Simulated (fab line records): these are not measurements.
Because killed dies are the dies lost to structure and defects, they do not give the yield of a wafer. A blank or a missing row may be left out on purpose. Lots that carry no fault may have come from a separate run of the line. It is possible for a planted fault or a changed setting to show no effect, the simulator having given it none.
2 desks looking at one fault -- flow gf180mcu -- numbers are kept per desk, each desk with only its own; the story behind them comes last

## FROM THE METROLOGY DESK
What the gauges read for every lot (on any tool): the sampled wafers with a number, averaged. A lot is out of limits, marked OUT, if its mean lies more than 4 standard deviations from the usual mean; the brackets give that distance.
Columns: A = POLY_GATE_OXIDATION_THK at GF_POLY_GATE_THK_MEAS_17, usual 3.99 nm; B = HV_LDD_CVD_56_THK at GF_HV_LDD_THK_MEAS_57, usual 90.0 nm; C = NSD_TW at GF_NSD_TW_MEAS_12, usual 4220; D = PSD_TW at GF_PSD_TW_MEAS_11, usual 3159
lot,first seen here,A,B,C,D
L835,day 9 02:02,3.97,89.3,4237,3171
L836,day 9 13:35,4.01,88.1,4245,3170
L837,day 9 19:44,4.05,89.7,4232,3149
L838,day 10 01:06,3.86,89.1,4233,30 (-99 or more) OUT
L839,day 10 12:36,4.09,90.0,4252,3160
L848,day 13 06:44,4.05,91.1,4215,3159
L850,day 13 14:46,3.98,89.8,4215,3151
L851,day 13 21:09,4.02,90.3,4215,3144
L852,day 14 22:48,3.92,90.3,4233,3144
L855,day 15 07:54,4.05,89.7,4198,3163
L856,day 15 09:08,3.99,90.9,4198,3161
L857,day 16 02:22,3.90,89.9,4239,3149
L858,day 16 14:48,3.76,92.1,4221,3152
Finding of this desk: L838 out of limits, first seen on L838 at day 15 04:22 (PSD_TW at GF_PSD_TW_MEAS_11). In limits: L835, L836, L837, L839, L848, L850, L851, L852, L855, L856, L857, L858.

## AT THE TOOL OWNER'S DESK: plasmaAsher-01
The tool's own readings at GF_NSD_STRIP_11 (strips in O2/N2): means of the sampled wafers that have a number, for each lot that ran on this tool. A lot is out of limits, marked OUT, if its mean lies more than 4 standard deviations from the usual mean; the brackets give that distance.
Columns: A = drypumpMotorCurrentA at GF_NSD_STRIP_11, usual 5.9 A; B = heaterPowerW at GF_NSD_STRIP_11, usual 333 W; C = oesProductAu at GF_NSD_STRIP_11, usual 0.487 a.u.; D = stripTimeToEndpointS at GF_NSD_STRIP_11, usual 22.950 s
lot,first seen here,A,B,C,D
L835,day 13 03:56,6.3,304,0.487,22.963
L837,day 13 22:07,6.3,307,0.487,22.967
L838,day 14 06:48,6.2,317,0.576 (+20) OUT,-
L848,day 18 00:37,6.2,313,0.485,22.934
L850,day 18 09:10,6.3,306,0.487,22.959
L857,day 21 03:16,6.3,309,0.489,22.941
This desk finds L838 out of limits, L838 being first, at day 14 06:48 (oesProductAu at GF_NSD_STRIP_11). In limits: L835, L837, L848, L850, L857.

## ALL TOGETHER
At day 14 06:48, on L838, the tool owner's desk was in a position to raise an alarm.
At day 15 04:22 the metrology desk could have sounded an alarm, on L838.
Of the lots named, all ran GF_NSD_STRIP_11 on plasmaAsher-01.

## WHAT THE SIMULATOR HAD PUT IN
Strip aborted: plasmaAsher-01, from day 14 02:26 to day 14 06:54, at GF_NSD_STRIP_11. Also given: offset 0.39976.
Shown lots that were struck: L838.
Delay (hours) between the fault's onset and each desk's first out-of-limits reading: 4 at the tool owner's desk, 26 at the metrology desk.
